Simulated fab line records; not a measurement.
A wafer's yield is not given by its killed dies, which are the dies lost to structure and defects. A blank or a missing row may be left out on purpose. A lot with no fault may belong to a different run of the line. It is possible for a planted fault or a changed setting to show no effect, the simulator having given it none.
fab line records	flow sfq_line
[record] lots = 5	wafers = 23
route steps=325 shown L0@7 L0V@21 M0@29 I0@44 M1@63 I1@74
start_h: the number of hours between the record's first day and the start of the first shown wafer of the lot	wait_h: hours from the lot's prior step to this one	" repeats the value in the row above	L1.1+2: several wafers, shown together as one row	- no value, or no start given	* or withheld: withheld	< > ~ a bound
route shown NAME@n: a module of which the file shows steps, and the number in the route of the first	usual: the fault-free wafers' mean and standard deviation	same: alike in all rows	chamber/n: place in a boat	sites: per-site readings	_std_site: their standard deviation	_edge_site: outer sites' mean less inner sites'	radius_mm: how far each site lies from the wafer's centre	mask NAME#n: copy n	behind: the tool/chamber that last shaped the wafer	hold: cause of the lot's hold/its duration in hours/its outcome	device: transistor that didn't switch, given as n, p or np	end of line: the tests these same wafers got at the end of their route	for a step that has no rows: nothing shown but its recipe	killed: dies that structure and defects cost at the first sort, which is not the same as the wafer's yield	map: a wafer's dies, marking killed ones x, the rest . and places with no die _
set.NAME: the setting the step ran with; set.NAME@STEP: the setting that earlier step ran with	model.NAME: the simulator's own value behind a step, which no gauge read
lots where settings were altered on purpose, with a table for each step and a row for each wafer
[[steps]]
[step SFQ_TRILAYER_L0_LITHO_COAT_005]
[recipe] resist = KrF	spin_rpm = 3000	resist_thk_nm = 600
lot.wafer	tool	chamber	start_h	wait_h	set.resist_thk_nm	model.KrF_of_TRILAYER_L0_LITHO_COAT_005.thk_nm
L074.1	litho_track-04	0	13.04	0.2	600	599.8
L074.2	"	0	"	"	600	600.6
L074.5	"	0	"	"	600	599.9
L075.1	litho_track-03	0	18.04	0.2	577.9	577.5
L075.2	"	0	"	"	577.9	575.1
L075.3	"	0	"	"	600	598.6
L075.5	"	0	"	"	600	597.7
L075.6	"	0	"	"	577.9	577
L079.1	litho_track-02	0	38.19	0.2	600	602.8
L079.3+5	"	0	"	"	581.2	581.8
L079.4	"	0	"	"	600	599.5
L079.6	"	0	"	"	600	601.2
L080.1	litho_track-04	0	43.04	0.2	600	601
L080.2	"	0	"	"	600	600.4
L080.3	"	0	"	"	633.5	635.1
L080.4	"	0	"	"	633.5	633.4
L080.5	"	0	"	"	633.5	634.4
L082.1	litho_track-03	0	53.04	0.2	600	601.9
L082.2	"	0	"	"	600	602.3
L082.3	"	0	"	"	629.8	631.7
L082.4	"	0	"	"	600	598.6
L082.6	"	0	"	"	629.8	628.5
[step SFQ_TRILAYER_L0_LITHO_SOFTBAKE_009]
[recipe] temp_c = withheld	time_s = withheld	resist = KrF
[step SFQ_TRILAYER_L0_LITHO_EXPOSE_006]
[recipe] mask_id = L0	na = 0.6	source_shape = conventional	sigma_outer = 0.65	target_cd_nm = 2000	dose_mj = 14.4
[step SFQ_TRILAYER_L0_LITHO_DEVELOP_007]
[recipe] time_s = 60	resist = KrF
[step SFQ_TRILAYER_L0_BARC_OPEN_METAL_ETCH_010]
[recipe] mask_material = PR	chemistry = O2	target_depth_nm = 125	target = BARC	icp_w = 600	bias_w = 80	pressure_mtorr = 10	time_s = 41.7
[step SFQ_TRILAYER_L0_ETCH_METAL_ETCH_008]
[recipe] target = MoNx_KI	stop_on = SiO2	mask_material = PR	chemistry = SF6/O2	target_depth_nm = 50	icp_w = 600	bias_w = 81.69	pressure_mtorr = 10	time_s = 25
lot.wafer	tool	chamber	start_h	wait_h	set.resist_thk_nm@TRILAYER_L0_LITHO_COAT_005	model.KrF_of_TRILAYER_L0_LITHO_COAT_005.thk_nm
L074.1	rie_metal-03	1	57.15	0.0	600	478.7
L074.2	"	0	"	"	600	480.6
L074.5	"	0	"	"	600	479.6
L075.1	rie_metal-04	1	61.95	0.0	577.9	459.5
L075.2	"	0	"	"	577.9	458.7
L075.3	"	0	"	"	600	482.4
L075.5	"	1	"	"	600	479.8
L075.6	"	0	"	"	577.9	460.4
L079.1	rie_metal-03	1	89.88	0.0	600	482
L079.3	"	0	"	"	581.2	460.6
L079.4	"	1	"	"	600	478.4
L079.5	"	1	"	"	581.2	460.8
L079.6	"	0	"	"	600	479.7
L080.1	rie_metal-04	1	93.48	0.0	600	482.6
L080.2	"	0	"	"	600	482.9
L080.3	"	1	"	"	633.5	517.3
L080.4	"	0	"	"	633.5	515.7
L080.5	"	0	"	"	633.5	516.7
L082.1	rie_metal-04	0	103.08	0.0	600	483.8
L082.2	"	1	"	"	600	483.2
L082.3	"	0	"	"	629.8	514.4
L082.4	"	1	"	"	600	479.8
L082.6	"	0	"	"	629.8	511.1
[step SFQ_TRILAYER_L0_VIA_LITHO_PEB_016]
[recipe] peb_temp_c = 115	peb_time_s = 60	resist = KrF
lot.wafer	tool	chamber	start_h	wait_h	set.peb_temp_c
L074.1+2+5	litho_track-03	0	108.72	1.0	115
L075.1+3+5	litho_track-01	0	118.42	1.0	112.9
L075.2+6	"	0	"	"	115
L079.1+3	litho_track-03	0	148.42	1.0	113.7
L079.4+5+6	"	0	"	"	115
L080.1+4	litho_track-03	0	153.58	1.0	116.8
L080.2+3+5	"	0	"	"	115
L082.1+3	litho_track-03	0	165.58	1.0	115
L082.2+4+6	"	0	"	"	112.1
[step SFQ_TRILAYER_L0_VIA_LITHO_DEVELOP_015]
[recipe] time_s = 60	resist = KrF
[step SFQ_TRILAYER_L0_VIA_BARC_OPEN_VIA_ETCH_021]
[recipe] mask_material = PR	chemistry = O2	target_depth_nm = 125	target = BARC	source_w = 500	bias_w = 80	pressure_mtorr = 30	time_s = 43.58
lot.wafer	tool	chamber	start_h	wait_h	set.peb_temp_c@TRILAYER_L0_VIA_LITHO_PEB_016	model.L0V.cd_nm
L074.1	rie_diel-04	0	109.05	0.0	115	699.1
L074.2	"	3	"	"	115	698.5
L074.5	"	3	"	"	115	699
L075.1	rie_diel-01	0	118.75	0.0	112.9	657.6
L075.2	"	1	"	"	115	700.3
L075.3	"	2	"	"	112.9	658.4
L075.5	"	3	"	"	112.9	659.5
L075.6	"	2	"	"	115	698.4
L079.1	rie_diel-04	1	148.75	0.0	113.7	672.9
L079.3	"	2	"	"	113.7	675.4
L079.4	"	3	"	"	115	698.2
L079.5	"	2	"	"	115	699.7
L079.6	"	1	"	"	115	697.6
L080.1	rie_diel-02	3	153.92	0.0	116.8	732.6
L080.2	"	2	"	"	115	698.5
L080.3	"	1	"	"	115	700.1
L080.4	"	0	"	"	116.8	730.1
L080.5	"	0	"	"	115	698.6
L082.1	rie_diel-04	1	165.92	0.0	115	699.2
L082.2	"	3	"	"	112.1	640.8
L082.3	"	2	"	"	115	701.5
L082.4	"	0	"	"	112.1	642.1
L082.6	"	3	"	"	112.1	641.3
[step SFQ_TRILAYER_M0_DEP_SPUTTER_019]
[recipe] material = Nb	base_pressure_pa = 1.33e-06	chamber_pressure_pa = 0.1333	substrate_temp_c = 20	resputter_cathode_voltage_v = 400	target_thk_nm = 200	power_w = 2000	time_s = 133.3
lot.wafer	tool	chamber	start_h	wait_h	set.time_s	model.Nb_of_TRILAYER_M0_DEP_SPUTTER_019.thk_nm
L074.1+5	pvd_sputter-04	-	109.94	0.0	133.3	199.1
L074.2	"	-	"	"	133.3	200.8
L075.1	pvd_sputter-04	-	119.64	0.0	121.2	177.2
L075.2	"	-	"	"	121.2	180.2
L075.3	"	-	"	"	121.2	177.7
L075.5	"	-	"	"	133.3	198.5
L075.6	"	-	"	"	133.3	198.4
L079.1	pvd_sputter-06	-	149.64	0.0	148.5	223.1
L079.3	"	-	"	"	148.5	227
L079.4	"	-	"	"	148.5	224.7
L079.5	"	-	"	"	133.3	202.3
L079.6	"	-	"	"	133.3	200.9
L080.1	pvd_sputter-05	-	154.80	0.0	133.3	195.8
L080.2	"	-	"	"	133.3	196.3
L080.3	"	-	"	"	133.3	199.7
L080.4	"	-	"	"	133.3	200.7
L080.5	"	-	"	"	133.3	199.8
L082.1	pvd_sputter-05	-	166.80	0.0	126.2	186.3
L082.2	"	-	"	"	133.3	201.2
L082.3	"	-	"	"	126.2	189.6
L082.4	"	-	"	"	126.2	184.2
L082.6	"	-	"	"	133.3	200.1
[step SFQ_M0_RS_MEAS_904]
[recipe] thk_meas_gauge = four-point-probe	reads = Nb_of_TRILAYER_M0_DEP_SPUTTER_019
[usual] M0_NB_RS = 0.889/0.0096
lot.wafer	tool	chamber	start_h	wait_h	set.time_s@TRILAYER_M0_DEP_SPUTTER_019	M0_NB_RS[ohm/sq]
L074.1	film_metro-04	-	110.03	0.0	133.3	0.891
L074.2	"	-	"	"	133.3	0.884
L074.5	"	-	"	"	133.3	0.892
L075.1	film_metro-01	-	119.73	0.0	121.2	1.005
L075.2	"	-	"	"	121.2	0.988
L075.3	"	-	"	"	121.2	1.000
L075.5	"	-	"	"	133.3	0.895
L075.6	"	-	"	"	133.3	0.896
L079.1	film_metro-04	-	149.73	0.0	148.5	0.797
L079.3	"	-	"	"	148.5	0.783
L079.4	"	-	"	"	148.5	0.790
L079.5	"	-	"	"	133.3	0.878
L079.6	"	-	"	"	133.3	0.886
L080.1	film_metro-01	-	154.89	0.0	133.3	0.906
L080.2	"	-	"	"	133.3	0.906
L080.3	"	-	"	"	133.3	0.890
L080.4	"	-	"	"	133.3	0.886
L080.5	"	-	"	"	133.3	0.889
L082.1	film_metro-04	-	166.89	0.0	126.2	0.956
L082.2	"	-	"	"	133.3	0.885
L082.3	"	-	"	"	126.2	0.936
L082.4	"	-	"	"	126.2	0.966
L082.6	"	-	"	"	133.3	0.887
[step SFQ_TRILAYER_M0_LITHO_COAT_026]
[recipe] resist = BARC	spin_rpm = 3000	resist_thk_nm = 62
[step SFQ_TRILAYER_M0_BARC_OPEN_METAL_ETCH_031]
[recipe] mask_material = PR	chemistry = O2	target_depth_nm = 125	target = BARC	icp_w = 600	bias_w = 77.7	pressure_mtorr = 10	time_s = 41.7
[step SFQ_TRILAYER_M0_ETCH_METAL_ETCH_024]
[recipe] target = Nb	stop_on = SiO2	mask_material = PR	chemistry = Cl2/Ar	target_depth_nm = 240	icp_w = 600	bias_w = 80	pressure_mtorr = 10	time_s = 120
[usual] oes_product_au = 0.894/0.0065
lot.wafer	tool	chamber	start_h	wait_h	set.time_s@TRILAYER_M0_DEP_SPUTTER_019	oes_product_au
L074.1	rie_metal-02	0	173.24	0.1	133.3	0.891
L074.2	"	0	"	"	133.3	0.886
L074.5	"	0	"	"	133.3	0.897
L075.1	rie_metal-02	1	186.18	0.0	121.2	0.841
L075.2	"	0	"	"	121.2	0.840
L075.3	"	1	"	"	121.2	0.839
L075.5	"	1	"	"	133.3	0.883
L075.6	"	0	"	"	133.3	0.886
L079.1	rie_metal-01	1	219.78	0.0	148.5	0.949
L079.3	"	0	"	"	148.5	0.964
L079.4	"	1	"	"	148.5	0.966
L079.5	"	1	"	"	133.3	0.895
L079.6	"	0	"	"	133.3	0.896
L080.1	rie_metal-01	0	223.38	0.0	133.3	0.887
L080.2	"	1	"	"	133.3	0.881
L080.3	"	1	"	"	133.3	0.896
L080.4	"	0	"	"	133.3	0.891
L080.5	"	0	"	"	133.3	0.892
L082.1	rie_metal-04	0	238.98	0.0	126.2	0.861
L082.2	"	1	"	"	133.3	0.892
L082.3	"	0	"	"	126.2	0.867
L082.4	"	1	"	"	126.2	0.859
L082.6	"	1	"	"	133.3	0.896
[step SFQ_TRILAYER_I0_CMP_CMP_028]
[recipe] material = SiO2	down_force_psi = 3	platen_rpm = 60	pad_velocity_m_s = 0.94248
lot.wafer	tool	chamber	start_h	wait_h	set.leave_above_ref_nm	model.SiO2_of_TRILAYER_I0_DEP_PECVD_027.thk_nm
L074.1	cmp-01	2	186.52	11.6	200	202.3
L074.2	"	0	187.52	12.6	200	200.5
L074.5	"	3	189.02	14.1	200	201
L075.2	cmp-01	2	195.52	8.4	200	200.2
L075.3	"	3	"	"	200	198.7
L075.1	"	1	197.02	9.9	200	199.6
L075.5	"	2	"	"	200	199.7
L075.6	"	3	"	"	200	198.1
L079.4	cmp-02	0	227.19	6.4	188.1	187.2
L079.3	"	1	"	"	200	199.8
L079.1	"	3	228.69	8.0	200	199.6
L079.5	"	0	"	"	188.1	186.8
L079.6	"	1	"	"	200	198.9
L080.2	cmp-01	0	231.88	7.6	186.2	186.5
L080.4	"	1	"	"	200	200
L080.1	"	2	"	"	200	202.1
L080.3	"	3	"	"	200	201.1
L080.5	"	1	234.38	10.0	186.2	187.7
L082.4	cmp-01	0	246.88	6.9	200	199.6
L082.2	"	1	"	"	200	200.1
L082.1	"	2	"	"	200	201.5
L082.3	"	3	"	"	200	200.6
L082.6	"	0	"	"	200	198.4
[step SFQ_TRILAYER_I0_METRO_MEASURE_029]
[usual] thk_nm = 200.2/1
lot.wafer	tool	chamber	start_h	wait_h	set.leave_above_ref_nm@TRILAYER_I0_CMP_CMP_028	thk_nm
L074.1	film_metro-03	-	189.64	0.1	200	202.3
L074.2	"	-	"	"	200	200.4
L074.5	"	-	"	"	200	201.1
L075.1	film_metro-03	-	198.64	0.1	200	199.8
L075.2	"	-	"	"	200	200.0
L075.3	"	-	"	"	200	198.7
L075.5	"	-	"	"	200	199.7
L075.6	"	-	"	"	200	198.2
L079.1	film_metro-02	-	230.31	0.1	200	199.5
L079.3	"	-	"	"	200	199.9
L079.4	"	-	"	"	188.1	187.2
L079.5	"	-	"	"	188.1	186.7
L079.6	"	-	"	"	200	198.9
L080.1	film_metro-03	-	235.00	0.1	200	202.0
L080.2	"	-	"	"	186.2	186.4
L080.3	"	-	"	"	200	201.2
L080.4	"	-	"	"	200	200.0
L080.5	"	-	"	"	186.2	187.8
L082.1	film_metro-03	-	250.00	0.1	200	201.6
L082.2	"	-	"	"	200	200.1
L082.3	"	-	"	"	200	200.7
L082.4	"	-	"	"	200	199.5
L082.6	"	-	"	"	200	198.5
[step SFQ_TRILAYER_I0_VIA_LITHO_COAT_036]
[recipe] resist = BARC	spin_rpm = 3000	resist_thk_nm = 62
[step SFQ_TRILAYER_I0_VIA_LITHO_COAT_031]
[recipe] resist = KrF	spin_rpm = 3000	resist_thk_nm = 650
[step SFQ_TRILAYER_I0_VIA_BARC_OPEN_VIA_ETCH_046]
[recipe] mask_material = PR	chemistry = O2	target_depth_nm = 125	target = BARC	source_w = 482.7	bias_w = 80	pressure_mtorr = 30	time_s = 41.7
[step SFQ_TRILAYER_I0_VIA_ETCH_VIA_ETCH_034]
[recipe] target = SiO2	stop_on = Nb	mask_material = PR	taper_deg = 20	chemistry = CHF3	target_depth_nm = 260	source_w = 500	bias_w = 80	pressure_mtorr = 30	time_s = withheld
[usual] oes_product_au = 0.854/0.0051
lot.wafer	tool	chamber	start_h	wait_h	set.leave_above_ref_nm@TRILAYER_I0_CMP_CMP_028	oes_product_au	model.etch.depth_nm	model.I0.feature_depth_nm
L074.1	rie_diel-01	1	230.15	0.0	200	0.851	202.3	202.3
L074.2	"	3	"	"	200	0.848	200.5	200.5
L074.5	"	2	"	"	200	0.858	201	201
L075.1	rie_diel-02	2	239.85	0.0	200	0.852	-	199.6
L075.2	"	1	"	"	200	0.854	-	200.2
L075.3	"	0	"	"	200	0.853	-	198.7
L075.5	"	0	"	"	200	0.856	199.7	199.7
L075.6	"	1	"	"	200	0.851	198.1	198.1
L079.1	rie_diel-01	2	278.41	0.0	200	0.854	-	199.6
L079.3	"	1	"	"	200	0.853	-	199.8
L079.4	"	0	"	"	188.1	0.824	-	187.2
L079.5	"	1	"	"	188.1	0.827	186.8	186.8
L079.6	"	2	"	"	200	0.855	198.9	198.9
L080.1	rie_diel-01	0	283.01	0.0	200	0.858	-	202.1
L080.2	"	2	"	"	186.2	0.819	-	186.5
L080.3	"	3	"	"	200	0.857	201.1	201.1
L080.4	"	1	"	"	200	0.852	200	200
L080.5	"	0	"	"	186.2	0.822	187.7	187.7
L082.1	rie_diel-01	1	296.63	0.0	200	0.854	-	201.5
L082.2	"	2	"	"	200	0.851	-	200.1
L082.3	"	0	"	"	200	0.856	-	200.6
L082.4	"	3	"	"	200	0.847	-	199.6
L082.6	"	1	"	"	200	0.850	-	198.4
[step SFQ_TRILAYER_M1_LITHO_COAT_039]
[recipe] resist = KrF	spin_rpm = 3000	resist_thk_nm = 600
lot.wafer	tool	chamber	start_h	wait_h	set.resist_thk_nm	model.KrF_of_TRILAYER_M1_LITHO_COAT_039.thk_nm
L074.1	litho_track-04	0	231.64	0.2	600	597.7
L074.2	"	0	"	"	600	599.7
L074.5	"	0	"	"	600	599
L075.1	litho_track-02	0	241.34	0.2	600	596.6
L075.2	"	0	"	"	612.8	611.4
L075.3	"	0	"	"	612.8	612.6
L075.5	"	0	"	"	612.8	609.3
L075.6	"	0	"	"	600	598.4
L079.1	litho_track-04	0	279.90	0.2	588.2	587.2
L079.3	"	0	"	"	600	599.5
L079.4	"	0	"	"	588.2	588.7
L079.5	"	0	"	"	588.2	588.3
L079.6	"	0	"	"	600	601.2
L080.1	litho_track-03	0	284.49	0.2	600	602.8
L080.2	"	0	"	"	600	602.3
L080.3	"	0	"	"	600	603.3
L080.4	"	0	"	"	565.1	566.8
L080.5	"	0	"	"	565.1	566.9
L082.1	litho_track-04	0	298.14	0.2	615.8	615
L082.2	"	0	"	"	600	599.9
L082.3	"	0	"	"	600	599.3
L082.4	"	0	"	"	600	598.8
L082.6	"	0	"	"	615.8	615.8
[step SFQ_TRILAYER_M1_LITHO_SOFTBAKE_043]
[recipe] temp_c = withheld	time_s = withheld	resist = KrF
[step SFQ_TRILAYER_M1_LITHO_EXPOSE_040]
[recipe] mask_id = M1	na = 0.6	source_shape = conventional	sigma_outer = 0.65	target_cd_nm = 500	dose_mj = 14.4
[step SFQ_TRILAYER_M1_LITHO_DEVELOP_041]
[recipe] time_s = 60	resist = KrF
[step SFQ_TRILAYER_M1_BARC_OPEN_METAL_ETCH_054]
[recipe] mask_material = PR	chemistry = O2	target_depth_nm = 125	target = BARC	icp_w = 600	bias_w = 80	pressure_mtorr = 10	time_s = 41.7
lot.wafer	tool	chamber	start_h	wait_h	set.resist_thk_nm@TRILAYER_M1_LITHO_COAT_039	model.KrF_of_TRILAYER_M1_LITHO_COAT_039.thk_nm
L074.1	rie_metal-01	1	276.97	0.0	600	520.9
L074.2	"	0	"	"	600	523.7
L074.5	"	1	"	"	600	522
L075.1	rie_metal-03	1	285.37	0.0	600	517.8
L075.2	"	0	"	"	612.8	533.2
L075.3	"	1	"	"	612.8	533.8
L075.5	"	1	"	"	612.8	530.8
L075.6	"	0	"	"	600	519.8
L079.1	rie_metal-01	0	327.79	0.0	588.2	511
L079.3	"	0	"	"	600	522.6
L079.4	"	1	"	"	588.2	511.3
L079.5	"	0	"	"	588.2	511.7
L079.6	"	1	"	"	600	523.7
L080.1	rie_metal-03	0	331.39	0.0	600	525.4
L080.2	"	1	"	"	600	524
L080.3	"	1	"	"	600	525
L080.4	"	0	"	"	565.1	489.2
L080.5	"	0	"	"	565.1	489.4
L082.1	rie_metal-03	1	344.59	0.0	615.8	536.4
L082.2	"	0	"	"	600	522
L082.3	"	0	"	"	600	521.2
L082.4	"	1	"	"	600	520.2
L082.6	"	0	"	"	615.8	537.7
[step SFQ_TRILAYER_M1_ETCH_METAL_ETCH_042]
[recipe] target = Nb	stop_on = SiO2	mask_material = PR	chemistry = Cl2/Ar	target_depth_nm = 240	icp_w = 600	bias_w = 80	pressure_mtorr = 10	time_s = 120
lot.wafer	tool	chamber	start_h	wait_h	set.resist_thk_nm@TRILAYER_M1_LITHO_COAT_039	model.KrF_of_TRILAYER_M1_LITHO_COAT_039.thk_nm
L074.1	rie_metal-01	1	277.03	0.0	600	380.6
L074.2	"	0	"	"	600	383.7
L074.5	"	1	"	"	600	381.3
L075.1	rie_metal-03	1	285.43	0.0	600	372.8
L075.2	"	0	"	"	612.8	389.7
L075.3	"	1	"	"	612.8	388.4
L075.5	"	1	"	"	612.8	387.4
L075.6	"	0	"	"	600	375.7
L079.1	rie_metal-01	0	327.85	0.0	588.2	373.8
L079.3	"	0	"	"	600	385.4
L079.4	"	1	"	"	588.2	370.3
L079.5	"	0	"	"	588.2	374.3
L079.6	"	1	"	"	600	383.7
L080.1	rie_metal-03	0	331.45	0.0	600	381.7
L080.2	"	1	"	"	600	377.6
L080.3	"	1	"	"	600	378.7
L080.4	"	0	"	"	565.1	344.6
L080.5	"	0	"	"	565.1	346.5
L082.1	rie_metal-03	1	344.65	0.0	615.8	391.9
L082.2	"	0	"	"	600	378.7
L082.3	"	0	"	"	600	377.9
L082.4	"	1	"	"	600	377.5
L082.6	"	0	"	"	615.8	394.8
[step SFQ_TRILAYER_I1_CMP_CMP_046]
[recipe] material = SiO2	down_force_psi = 3	platen_rpm = 60	pad_velocity_m_s = 0.94248
lot.wafer	tool	chamber	start_h	wait_h	set.leave_above_ref_nm	model.SiO2_of_TRILAYER_I1_DEP_PECVD_045.thk_nm
L074.2	cmp-02	0	279.69	1.7	200	198
L074.1	"	1	"	"	200	198.4
L074.5	"	3	281.19	3.2	200	199.5
L075.3	cmp-02	3	291.19	4.8	200	199.6
L075.1	"	0	"	"	192.9	192
L075.2	"	2	292.69	6.3	192.9	193.9
L075.5	"	3	"	"	200	199.2
L075.6	"	0	"	"	192.9	192.2
L079.1	cmp-01	0	328.83	0.0	200	199.6
L079.3	"	2	329.83	1.0	200	199.9
L079.4	"	3	"	"	214.6	213.9
L079.6	"	0	"	"	214.6	212.9
L079.5	"	1	"	"	200	199.3
L080.1	cmp-01	1	332.43	0.0	200	198.9
L080.2	"	2	"	"	200	199.7
L080.4	"	3	"	"	210.6	210
L080.3	"	0	"	"	210.6	207.3
L080.5	"	1	"	"	200	199.8
L082.1	cmp-02	2	347.01	1.4	208	211
L082.2	"	3	"	"	200	199.7
L082.3	"	0	"	"	208	208.5
L082.4	"	1	"	"	208	207.5
L082.6	"	2	"	"	200	202.6
[step SFQ_TRILAYER_I1_METRO_MEASURE_047]
[usual] thk_nm = 199.8/1.1
lot.wafer	tool	chamber	start_h	wait_h	set.leave_above_ref_nm@TRILAYER_I1_CMP_CMP_046	thk_nm
L074.1	film_metro-03	-	282.31	0.1	200	198.5
L074.2	"	-	"	"	200	197.8
L074.5	"	-	"	"	200	199.5
L075.1	film_metro-03	-	294.31	0.1	192.9	192.1
L075.2	"	-	"	"	192.9	193.8
L075.3	"	-	"	"	200	199.7
L075.5	"	-	"	"	200	199.3
L075.6	"	-	"	"	192.9	192.3
L079.1	film_metro-01	-	331.95	0.1	200	199.5
L079.3	"	-	"	"	200	199.9
L079.4	"	-	"	"	214.6	214.0
L079.5	"	-	"	"	200	199.3
L079.6	"	-	"	"	214.6	212.8
L080.1	film_metro-03	-	335.55	0.1	200	199.0
L080.2	"	-	"	"	200	199.9
L080.3	"	-	"	"	210.6	207.5
L080.4	"	-	"	"	210.6	210.0
L080.5	"	-	"	"	200	199.6
L082.1	film_metro-02	-	350.13	0.1	208	211.2
L082.2	"	-	"	"	200	199.6
L082.3	"	-	"	"	208	208.5
L082.4	"	-	"	"	208	207.5
L082.6	"	-	"	"	200	202.6
[[key]]
[split] step = SFQ_TRILAYER_L0_LITHO_COAT_005	setting = resist_thk_nm	stated = 600	by = wafer
[response] step = SFQ_TRILAYER_L0_LITHO_COAT_005	reading = model.KrF_of_TRILAYER_L0_LITHO_COAT_005.thk_nm	change = +5.97	per = 1%	r = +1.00
[response] step = SFQ_TRILAYER_L0_ETCH_METAL_ETCH_008	reading = model.KrF_of_TRILAYER_L0_LITHO_COAT_005.thk_nm	change = +6.07	per = 1%	r = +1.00
[split] step = SFQ_TRILAYER_L0_VIA_LITHO_PEB_016	setting = peb_temp_c	stated = 115	by = wafer
[response] step = SFQ_TRILAYER_L0_VIA_BARC_OPEN_VIA_ETCH_021	reading = model.L0V.cd_nm	change = +22.4	per = 1%	r = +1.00
[split] step = SFQ_TRILAYER_M0_DEP_SPUTTER_019	setting = time_s	stated = 133.3	by = wafer
[response] step = SFQ_TRILAYER_M0_DEP_SPUTTER_019	reading = model.Nb_of_TRILAYER_M0_DEP_SPUTTER_019.thk_nm	change = +2.17	per = 1%	r = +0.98
[response] step = SFQ_M0_RS_MEAS_904	reading = M0_NB_RS	change = -0.00971	per = 1%	r = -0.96
[response] step = SFQ_TRILAYER_M0_ETCH_METAL_ETCH_024	reading = oes_product_au	change = +0.00543	per = 1%	r = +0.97
[split] step = SFQ_TRILAYER_I0_CMP_CMP_028	setting = leave_above_ref_nm	stated = 200	by = wafer
[response] step = SFQ_TRILAYER_I0_CMP_CMP_028	reading = model.SiO2_of_TRILAYER_I0_DEP_PECVD_027.thk_nm	change = +2.05	per = 1%	r = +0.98
[response] step = SFQ_TRILAYER_I0_METRO_MEASURE_029	reading = thk_nm	change = +2.05	per = 1%	r = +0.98
[response] step = SFQ_TRILAYER_I0_VIA_ETCH_VIA_ETCH_034	reading = oes_product_au	change = +0.00496	per = 1%	r = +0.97
[response] step = SFQ_TRILAYER_I0_VIA_ETCH_VIA_ETCH_034	reading = model.etch.depth_nm	change = +1.93	per = 1%	r = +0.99
[response] step = SFQ_TRILAYER_I0_VIA_ETCH_VIA_ETCH_034	reading = model.I0.feature_depth_nm	change = +2.05	per = 1%	r = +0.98
[split] step = SFQ_TRILAYER_M1_LITHO_COAT_039	setting = resist_thk_nm	stated = 600	by = wafer
[response] step = SFQ_TRILAYER_M1_LITHO_COAT_039	reading = model.KrF_of_TRILAYER_M1_LITHO_COAT_039.thk_nm	change = +6.2	per = 1%	r = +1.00
[response] step = SFQ_TRILAYER_M1_BARC_OPEN_METAL_ETCH_054	reading = model.KrF_of_TRILAYER_M1_LITHO_COAT_039.thk_nm	change = +6.12	per = 1%	r = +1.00
[response] step = SFQ_TRILAYER_M1_ETCH_METAL_ETCH_042	reading = model.KrF_of_TRILAYER_M1_LITHO_COAT_039.thk_nm	change = +5.9	per = 1%	r = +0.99
[split] step = SFQ_TRILAYER_I1_CMP_CMP_046	setting = leave_above_ref_nm	stated = 200	by = wafer
[response] step = SFQ_TRILAYER_I1_CMP_CMP_046	reading = model.SiO2_of_TRILAYER_I1_DEP_PECVD_045.thk_nm	change = +1.86	per = 1%	r = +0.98
[response] step = SFQ_TRILAYER_I1_METRO_MEASURE_047	reading = thk_nm	change = +1.87	per = 1%	r = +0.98
